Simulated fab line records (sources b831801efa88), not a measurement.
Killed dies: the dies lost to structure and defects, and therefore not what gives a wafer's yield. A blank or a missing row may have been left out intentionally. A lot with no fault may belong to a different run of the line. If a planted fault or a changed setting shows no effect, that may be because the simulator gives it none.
A lot that was struck, set against a sound lot + flow sky130 + 31 out of 708 route steps
Sound: the wafers L638.1, L638.2, L638.5. Wafers L647.1, L647.4, L647.6 were the ones struck. Last of all comes the cause.
Order at every step that has rows: each side's tool, ch and its chambers, its first start. Under that, the readings that differ: sound wafers + struck wafers + difference of the means + sigmas: that difference in standard deviations of wafers without a fault.
alike: readings with means less than 2 such deviations apart, plus words and numbers identical on both sides. not compared: withheld readings, readings lacking a value on some wafer, bounds such as >300 that could conceal the same value, and numbers that have no deviation in the record and whose values overlap.
A row with sigmas, a row that says differs or no value, or rows on one side alone: a step with any of these is where the two part. Non-overlapping numbers with no deviation appear without sigmas and do not part them. A reading that every wafer of one side lacks parts them only if that side has two wafers or more.

SKY_PWDE_OVL_MEAS_07:
  struck on overlay-01, day 6 09:59; sound on overlay-02, day 4 13:38
  alike: PWDE_OVL
after that, 1 step had no rows for these wafers: SKY_PWDE_IMPLANT_08.
SKY_PWDE_STRIP_09: strips in O2/N2.
  sound on plasma_asher-03 ch 0,1, day 4 13:49; struck on plasma_asher-03 ch 1, day 6 10:10
  alike: drypump_motor_current_A, oes_product_au, strip_time_to_endpoint_s
  not compared: rf_hours_counter_h
SKY_PWDE_TW_MEAS_10:
  struck on film_metro-04, day 6 10:16; sound on film_metro-04, day 4 13:55
  alike: PWDE_TW
then, 7 steps without rows for these wafers: SKY_NWELL_DEHYDRATE_03 (time 60 s); SKY_NWELL_HMDS_04 (prime time 60 s); SKY_NWELL_COAT_05 (resist thk 3000 nm); SKY_NWELL_SOFTBAKE_06; SKY_NWELL_EXPOSE_07 (exposes mask NWM, target cd 840 nm); SKY_NWELL_PEB_08; SKY_NWELL_DEVELOP_09 (develop time 60 s).
SKY_NWELL_OVL_MEAS_10:
  struck on overlay-02, day 7 05:44; sound on overlay-01, day 5 07:47
| reading           | sound       | struck        | difference | sigmas |
|-------------------|-------------|---------------|------------|--------|
| NWELL_00_OVL (nm) | 3.2 3.5 3.0 | 0.3 -0.8 -0.8 | -3.7       | -2     |
SKY_NWELL_IMPLANT_11:
  sound on implanter-03 ch 0, day 5 07:49; struck on implanter-03 ch 0, day 7 05:46
| reading                   | sound                | struck               | difference | sigmas      |
|---------------------------|----------------------|----------------------|------------|-------------|
| beam_energy_keV           | 399.93 399.89 399.96 | 487.76 487.54 487.58 | +87.70     | +99 or more |
| model.implant.rp_nm (nm)  | 517.1 517.1 517.1    | 581.9 581.9 581.9    | +64.8      |             |
| model.implant.drp_nm (nm) | 116.9 116.9 116.9    | 128.8 128.8 128.8    | +11.9      |             |
  alike: dose_ions_cm2, end_station_pressure_torr
then, 2 steps without rows for these wafers: SKY_NWELL_IMPLANT_12; SKY_NWELL_IMPLANT_13.
SKY_NWELL_STRIP_14: strips in O2/N2.
  sound on plasma_asher-01 ch 0,1, day 5 08:16; struck on plasma_asher-04 ch 0,1, day 7 06:13
  alike: drypump_motor_current_A, oes_product_au, strip_time_to_endpoint_s
  not compared: rf_hours_counter_h
SKY_NWELL_TW_MEAS_15:
  struck on film_metro-02, day 7 06:32; sound on film_metro-03, day 5 08:22
| reading  | sound          | struck         | difference | sigmas |
|----------|----------------|----------------|------------|--------|
| NWELL_TW | 1826 1831 1822 | 1870 1867 1879 | +46        | +6     |
  not compared: hold
then, 6 steps without rows for these wafers: SKY_NWELL_HMDS_17 (prime time 60 s); SKY_NWELL_COAT_18 (resist thk 3000 nm); SKY_NWELL_SOFTBAKE_19; SKY_NWELL_EXPOSE_20 (exposes mask NWM COMPLEMENT, target cd 840 nm); SKY_NWELL_PEB_21; SKY_NWELL_DEVELOP_22 (develop time 60 s).
SKY_NWELL_OVL_MEAS_23:
  struck on overlay-01, day 8 01:05; sound on overlay-01, day 6 02:20
  alike: NWELL_01_OVL
after that, 1 step had no rows for these wafers: SKY_NWELL_IMPLANT_24.
SKY_NWELL_STRIP_25: strips in O2/N2.
  sound on plasma_asher-02 ch 0,1, day 6 02:31; struck on plasma_asher-01 ch 0,1, day 8 01:16
  alike: drypump_motor_current_A, oes_product_au, strip_time_to_endpoint_s
  not compared: rf_hours_counter_h
SKY_NWELL_TW_MEAS_26:
  struck on film_metro-04, day 8 01:22; sound on film_metro-02, day 6 02:37
  alike: NWELL_2_TW
then, 1 step without rows for these wafers: SKY_NWELL_CLEAN_27 (cleans in SC1/SC2, time 150 s).
SKY_NWELL_RTA_28: time 30 s.
  sound on rtp_anneal-02 ch 0, day 6 02:44; struck on rtp_anneal-02 ch 0, day 8 01:29
  alike: lamp_power_pct, wafer_temp_C_max
SKY_NWELL_RS_MEAS_29: measures by four-point-probe.
  struck on film_metro-04, day 8 01:56; sound on film_metro-02, day 6 02:50
| reading           | sound             | struck            | difference | sigmas |
|-------------------|-------------------|-------------------|------------|--------|
| NWELL_RS (ohm/sq) | 627.1 627.5 626.9 | 600.4 597.8 599.3 | -28.0      | -19    |
  not compared: hold
-- the record jumps here: 40 days lie between the struck wafers' starts before and after (it left off in module NWELL and takes up again in module PAD_OPEN, whose first step shown is number 708 of the route) --
SKY_PAD_OPEN_PROBE_99:
  struck on prober-01, day 48 03:19; sound on prober-02, day 46 06:52
| reading                                | sound                         | struck                        | difference | sigmas |
|----------------------------------------|-------------------------------|-------------------------------|------------|--------|
| model.etest.nfet_16v.r_on_ohm_um       | 1.445e+04 1.457e+04 1.444e+04 | 1.673e+04 1.662e+04 1.658e+04 | +2.157e+03 |        |
| model.etest.res_nwell.line_ohm_um      | 1032 1038 1020                | 882.7 911.5 899.1             | -132.2     |        |
| model.etest.res_nwell.rs_ohm_sq        | 879.5 879.9 880.1             | 755.2 768.7 760.8             | -118.3     |        |
| model.etest.pfet_g5v0d10v5.r_on_ohm_um | 4721 4691 4643                | 4577 4593 4526                | -120       |        |
| model.etest.tip_p_5v.rs_ohm_sq         | 2790 2800 2811                | 2752 2738 2741                | -57        |        |
| model.etest.pfet_16v.drive_ua_um       | 249.7 246.9 248.7             | 266.6 255.3 266               | +14.2      |        |
| model.etest.pfet_g5v0d10v5.drive_ua_um | 346.1 346.3 344.6             | 364.4 360.9 368.8             | +19.0      |        |
  alike: killed_at_M0_to_M3, killed_at_M4_up, killed_at_contacts, killed_at_front_end, killed_at_other, killed_dies, killed_open, killed_short
  not compared: model.etest.pfet_16v.r_on_ohm_um

== WHERE THEY PART ==
At SKY_NWELL_OVL_MEAS_10 first; at SKY_NWELL_RS_MEAS_29 last (within this record only). Later steps at which nothing parts them and some readings are alike: SKY_PAD_OPEN_PROBE_99.

WHY: the cause the simulator had injected
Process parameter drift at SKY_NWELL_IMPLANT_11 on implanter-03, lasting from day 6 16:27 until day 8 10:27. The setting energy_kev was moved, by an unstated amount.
